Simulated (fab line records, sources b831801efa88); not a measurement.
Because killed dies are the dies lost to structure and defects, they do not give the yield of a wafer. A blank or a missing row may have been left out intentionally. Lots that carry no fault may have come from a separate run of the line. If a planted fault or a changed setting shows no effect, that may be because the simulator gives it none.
What tool caused it? | flow gf180mcu | 7 lots with 21 wafers sampled at 4 steps, on a route of 602 steps

== WHAT THE GAUGES SHOWED, per wafer ==
GF_V4_THK_MEAS_03.
lot  | measured     | on            | V4_CVD_02_THK (nm)
L156 | day 24 19:10 | film_metro-01 | 845 858 855
L161 | day 26 03:21 | film_metro-02 | 855 845 843
L170 | day 28 21:17 | film_metro-02 | 857 876 864
L172 | day 29 10:33 | film_metro-03 | 845 852 869
L174 | day 30 01:35 | film_metro-01 | 844 848 854
L176 | day 30 10:21 | film_metro-01 | 863 856 862

== WHICH TOOL RAN EACH LOT (tool, then ch and the chambers of the sampled wafers, then the start) ==
lot  | GF_M4_SPUTTER_00             | GF_M4_DEVELOP_13                  | GF_M4_METAL_ETCH_16
L156 | pvd_sputter-01, day 23 20:19 | litho_track-02 ch 0, day 24 17:56 | rie_metal-04 ch 0,1, day 24 18:14
L161 | pvd_sputter-02, day 25 05:14 | litho_track-04 ch 0, day 26 02:13 | rie_metal-03 ch 0,1, day 26 02:30
L165 | pvd_sputter-02, day 26 16:10 | litho_track-01, day 27 12:53      | rie_metal-04 ch 0,1, day 27 13:11
L170 | pvd_sputter-02, day 28 01:10 | litho_track-01 ch 0, day 28 20:05 | rie_metal-04 ch 0, day 28 20:23
L172 | pvd_sputter-01, day 28 14:28 | litho_track-01 ch 0, day 29 09:19 | rie_metal-01 ch 0,1, day 29 09:35
L174 | pvd_sputter-01, day 29 05:46 | litho_track-02 ch 0, day 30 00:08 | rie_metal-04 ch 0,1, day 30 00:26
L176 | pvd_sputter-01, day 29 15:01 | litho_track-01 ch 0, day 30 09:11 | rie_metal-03 ch 0,1, day 30 09:29
- GF_M4_SPUTTER_00: material Ti, target thk 37.5 nm, time 150 s.
- GF_M4_DEVELOP_13: develop time 60 s.
- GF_M4_METAL_ETCH_16: etches the open film in Cl2/BCl3, stops on SiO2, target depth 750.8 nm, time 125.1 s.

== THE ANSWER, worked out from the rows above alone ==
Rule: the lots themselves supply what counts as usual. The widest of any qualifying gaps counts: lots, ordered by their means at a reading, are off when they make up no more than a third of the lots, leave a main group of 4 or more, and stand apart from it by 3 or more times the standard deviation of that group's means. A main group whose means are all the same, to the digits that the tables above print for the reading, isn't used. A lot without any number at a reading at which 4 lots or more have one is off too. Where the step has rows for the other lots, those lots are counted as sound.
Across all readings shown, no lot is off: no conclusion can be drawn from this.

== WHAT THE SIMULATOR HAD INSERTED ==
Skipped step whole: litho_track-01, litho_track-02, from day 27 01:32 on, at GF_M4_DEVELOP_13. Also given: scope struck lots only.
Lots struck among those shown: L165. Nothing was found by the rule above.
